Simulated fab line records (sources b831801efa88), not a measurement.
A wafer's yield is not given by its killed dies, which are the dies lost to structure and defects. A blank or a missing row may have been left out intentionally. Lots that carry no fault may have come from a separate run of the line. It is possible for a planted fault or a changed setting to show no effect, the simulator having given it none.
fab line records | flow sky130 | part 2 of 2: steps 28 to 38 of 38
record lots=5 wafers=15 last-day=50
route steps=708 shown SONOS_TUNNEL@165 SONOS_ONO@168 GATE_OXIDE@187
lots that met no fault: from a run of the same line without faults
start-h: start of the lot's first displayed wafer, in hours after the record's first day | wait-h: hours elapsed since this lot's preceding step | " unchanged from the row above | L1.1+2: a single row standing in for several wafers | - no value, or no start was given | * or withheld: withheld | < > ~ a bound
route shown NAME@n: NAME is a module with steps in the file, n the number in the route of the first one | usual: the fault-free wafers' mean and standard deviation | same: alike in all rows | chamber/n: place in a boat | sites: readings site by site | _std_site: the standard deviation of these | _edge_site: the outer-site mean with the inner-site mean subtracted | radius-mm: how far each site lies from the wafer's centre | mask NAME#n: copy n | behind: tool/chamber where the wafer was last shaped | hold: why the lot went on hold/how many hours it stayed there/how the hold came to an end | device: transistor that didn't switch, given as n, p or np | end of line: tests of these same wafers at the route's end | a step with no rows: only its recipe | killed: not the wafer's yield, but the dies lost to structure and defects at the first sort | map: shows each die of a wafer: x if killed, . if not, _ if none is there
set.NAME: the setting that was run; set.NAME@STEP: the one run at that earlier step | model.NAME: the simulator's own value behind a step, which no gauge read
a table for each step, a row for each wafer; lots at some steps of the route
services: a tool's chamber out of use, with start hour (start-h, from the record's first day; less than 0 if before it), hours out, and reason
## steps
# step SKY_GATE_OXIDE_COAT_05
# recipe resist=NOVOLAK spin-rpm=3000 resist-thk-nm=1140
# usual exhaust-pa=45.2/0.93
# columns lot.wafer tool chamber start-h wait-h exhaust-pa
L077.1 litho-track-03 0 316.53 0.1 43.8
L077.3 " 0 " " 44.0
L077.4 " 0 " " 44.2
L080.1 litho-track-03 0 339.53 0.1 44.3
L080.2 " 0 " " 45.3
L080.6 " 0 " " 44.6
L085.2 litho-track-04 0 389.34 0.1 45.6
L085.4 " 0 " " 45.6
L085.5 " 0 " " 46.4
L090.1 litho-track-04 0 431.11 0.1 44.4
L090.2 " 0 " " 43.9
L090.6 " 0 " " 45.4
L096.3 litho-track-01 0 503.35 0.1 46.0
L096.4 " 0 " " 44.5
L096.5 " 0 " " 44.4
# step SKY_GATE_OXIDE_SOFTBAKE_06
# recipe temp-c=90 time-s=60 resist=NOVOLAK
# usual exhaust-pa=44.8/1
# columns lot.wafer tool chamber start-h wait-h exhaust-pa
L077.1 litho-track-03 0 316.68 0.1 42.6
L077.3 " 0 " " 45.3
L077.4 " 0 " " 45.4
L080.1 litho-track-03 0 339.68 0.1 44.1
L080.2 " 0 " " 46.0
L080.6 " 0 " " 43.5
L085.2 litho-track-04 0 389.49 0.1 43.6
L085.4 " 0 " " 44.8
L085.5 " 0 " " 44.4
L090.1 litho-track-04 0 431.26 0.1 44.1
L090.2 " 0 " " 43.8
L090.6 " 0 " " 43.8
L096.3 litho-track-01 0 503.50 0.1 47.2
L096.4 " 0 " " 46.7
L096.5 " 0 " " 47.5
# step SKY_GATE_OXIDE_EXPOSE_07
# recipe mask-id=LVOM na=0.6 source-shape=conventional sigma-outer=0.6 polarization=unpolarized target-cd-nm=600 dose-mj=170
# usual reticle-temp-C=23.02/0.095
# columns lot.wafer tool chamber start-h wait-h mask reticle-temp-C
L077.1 iline-stepper-02 0 - - LVOM#0 22.96
L077.3 " 0 " " LVOM#0 22.89
L077.4 " 0 " " LVOM#0 22.91
L080.1 iline-stepper-01 0 - - LVOM#0 23.13
L080.2 " 0 " " LVOM#0 22.90
L080.6 " 0 " " LVOM#0 23.12
L085.2 iline-stepper-01 0 - - LVOM#0 23.09
L085.4 " 0 " " LVOM#0 22.99
L085.5 " 0 " " LVOM#0 23.08
L090.1 iline-stepper-01 0 - - LVOM#0 23.08
L090.2 " 0 " " LVOM#0 23.10
L090.6 " 0 " " LVOM#0 22.97
L096.3 iline-stepper-01 0 - - LVOM#0 22.93
L096.4 " 0 " " LVOM#0 22.95
L096.5 " 0 " " LVOM#0 23.09
# step SKY_GATE_OXIDE_PEB_08
# recipe temp-c=withheld time-s=* resist=NOVOLAK
# usual exhaust-pa=44.9/0.81
# columns lot.wafer tool chamber start-h wait-h exhaust-pa
L077.1 litho-track-03 0 - - 44.9
L077.3 " 0 " " 45.8
L077.4 " 0 " " 46.1
L080.1 litho-track-04 0 - - 44.6
L080.2 " 0 " " 44.5
L080.6 " 0 " " 45.1
L085.2 litho-track-04 0 - - 45.4
L085.4 " 0 " " 44.3
L085.5 " 0 " " 46.0
L090.1 litho-track-03 0 - - 43.3
L090.2 " 0 " " 44.6
L090.6 " 0 " " 44.2
L096.3 litho-track-04 0 - - 46.0
L096.4 " 0 " " 44.9
L096.5 " 0 " " 44.2
# step SKY_GATE_OXIDE_DEVELOP_09
# recipe resist=NOVOLAK developer=TMAH develop-time-s=60 dev-temp-c=23
# usual developer-temp-C=22.98/0.1 exhaust-pa=45.0/0.76
# columns lot.wafer tool chamber start-h wait-h developer-temp-C exhaust-pa
L077.1 litho-track-03 0 329.08 0.1 22.91 45.9
L077.3 " 0 " " 22.79 45.4
L077.4 " 0 " " 22.89 45.9
L080.1 litho-track-04 0 352.96 0.1 23.02 45.5
L080.2 " 0 " " 23.03 46.4
L080.6 " 0 " " 23.10 46.4
L085.2 litho-track-04 0 404.49 0.1 22.83 46.0
L085.4 " 0 " " 23.09 45.3
L085.5 " 0 " " 22.92 45.5
L090.1 litho-track-03 0 446.73 0.1 22.92 43.8
L090.2 " 0 " " 22.84 45.8
L090.6 " 0 " " 22.79 45.3
L096.3 litho-track-04 0 519.16 0.1 22.98 44.9
L096.4 " 0 " " 22.95 46.1
L096.5 " 0 " " 23.01 44.9
# step SKY_GATE_OXIDE_OVL_MEAS_10
# usual GATE_OXIDE_OVL=-0.1/1.4
# columns lot.wafer tool chamber start-h wait-h GATE_OXIDE_OVL[nm]
L077.1 overlay-01 - 329.23 0.1 -0.6
L077.3 " - " " -0.4
L077.4 " - " " -0.8
L080.1 overlay-02 - 353.11 0.1 -1.8
L080.2 " - " " -1.2
L080.6 " - " " 0.9
L085.2 overlay-02 - 404.62 0.1 -0.3
L085.4 " - " " -1.5
L085.5 " - " " 0.2
L090.1 overlay-01 - 446.88 0.1 -1.8
L090.2 " - " " -0.7
L090.6 " - " " -1.5
L096.3 overlay-01 - 519.27 0.1 -1.3
L096.4 " - " " -2.5
L096.5 " - " " -1.4
# step SKY_GATE_OXIDE_IMPLANT_11
# recipe species=B energy-kev=10 dose-cm2=2.6e+12 tilt-deg=withheld
# columns lot.wafer tool chamber start-h wait-h
L077.1+3+4 implanter-02 0 329.26 0.0
L080.1+2+6 implanter-01 0 353.15 0.0
L085.2+4+5 implanter-04 0 404.67 0.0
L090.1+2+6 implanter-02 0 446.91 0.0
L096.3+4+5 implanter-04 0 519.35 0.1
# step SKY_GATE_OXIDE_WET_ETCH_12
# recipe chemistry=dHF target-depth-nm=16.8 dry=n2-spin target=SiO2 dilution=100:1 temp-c=25 time-s=336
# columns lot.wafer tool chamber start-h wait-h
L077.1+3+4 wet-bench-02 3 329.41 0.1
L080.1+2+6 wet-bench-01 0 353.30 0.1
L085.2+4+5 wet-bench-02 1 404.80 0.1
L090.1+2+6 wet-bench-04 1 447.07 0.1
L096.3+4+5 wet-bench-01 2 519.45 0.1
# step SKY_GATE_OXIDE_STRIP_13
# recipe chemistry=O2/N2 power-w=1400 pressure-mtorr=1500 platen-temp-c=withheld o2-flow-sccm=3000 n2-flow-sccm=300 overash-fraction=0.5
# usual drypump-motor-current-A=5.79/0.26 oes-product-au=0.715/0.0045 strip-time-to-endpoint-s=14.18/0.041
# columns lot.wafer tool chamber start-h wait-h drypump-motor-current-A oes-product-au rf-hours-counter-h strip-time-to-endpoint-s
L077.1 plasma-asher-04 1 329.52 0.0 5.94 0.710 63 14.17
L077.3 " 0 " " 5.50 0.719 - 14.18
L077.4 " 1 " " 5.92 0.716 - 14.16
L080.1 plasma-asher-02 0 353.42 0.0 6.12 0.710 53 14.21
L080.2 " 1 " " 5.48 0.716 53 14.22
L080.6 " 0 " " 6.12 0.707 - 14.24
L085.2 plasma-asher-03 1 404.90 0.0 5.72 0.715 70 14.20
L085.4 " 1 " " 5.70 0.715 - 14.20
L085.5 " 0 " " 6.08 0.716 - 14.21
L090.1 plasma-asher-04 1 447.17 0.0 5.93 0.716 73 14.23
L090.2 " 0 " " 5.50 0.708 73 14.23
L090.6 " 1 " " 5.91 0.721 - 14.24
L096.3 plasma-asher-04 0 519.58 0.0 5.54 0.719 - 14.17
L096.4 " 1 " " 5.93 0.714 - 14.19
L096.5 " 1 " " 5.92 0.713 - 14.17
# step SKY_GATE_OXIDE_TW_MEAS_14
# usual GATE_OXIDE_TW=225.4/2.8
# columns lot.wafer tool chamber start-h wait-h GATE_OXIDE_TW
L077.1 film-metro-04 - 329.62 0.1 222.8
L077.3 " - " " 222.5
L077.4 " - " " 221.8
L080.1 film-metro-01 - 353.52 0.1 227.7
L080.2 " - " " 228.3
L080.6 " - " " 227.8
L085.2 film-metro-04 - 405.01 0.1 225.0
L085.4 " - " " 225.3
L085.5 " - " " 224.5
L090.1 film-metro-04 - 447.27 0.1 222.6
L090.2 " - " " 223.4
L090.6 " - " " 224.0
L096.3 film-metro-01 - 519.67 0.1 228.5
L096.4 " - " " 228.7
L096.5 " - " " 229.3
# step SKY_GATE_OXIDE_CLEAN_15
# recipe chemistry=SC1/SC2 mix=1:4:20 temp-c=70 time-s=150 dry=n2-spin
# columns lot.wafer tool chamber start-h wait-h
L077.1+3+4 wet-bench-01 0 329.68 0.1
L080.1+2+6 wet-bench-02 1 353.58 0.1
L085.2+4+5 wet-bench-01 0 405.06 0.0
L090.1+2+6 wet-bench-02 2 447.33 0.1
L096.3+4+5 wet-bench-04 3 519.71 0.0
## services
# columns tool chamber start-h hours kind
furnace-01 - 256.92 8.6 repair
furnace-01 - 265.54 3.9 pm
plasma-asher-04 - 271.55 1.2 repair
furnace-01 - 293.00 3.5 pm
plasma-asher-04 - 303.58 0.5 repair
iline-stepper-01 - 312.39 5.2 repair
iline-stepper-01 - 342.25 1.7 pm
plasma-asher-03 - 344.54 0.8 repair
wet-bench-04 - 346.51 1.9 repair
iline-stepper-02 - 346.76 4.2 repair
furnace-02 - 350.77 2.4 pm
iline-stepper-01 - 351.69 2.6 repair
furnace-02 - 353.22 3.5 pm
iline-stepper-02 - 354.29 2.1 pm
iline-stepper-01 - 357.67 0.7 repair
furnace-01 - 360.84 21.3 pm
furnace-02 - 403.36 18.9 pm
plasma-asher-04 - 411.43 14.6 pm
wet-bench-01 - 450.04 3.1 repair
furnace-01 - 460.76 4.1 pm
wet-bench-01 - 477.57 4.3 repair
wet-bench-02 - 483.28 6.3 repair
furnace-02 - 483.79 6.7 repair
furnace-02 - 517.32 3.5 pm
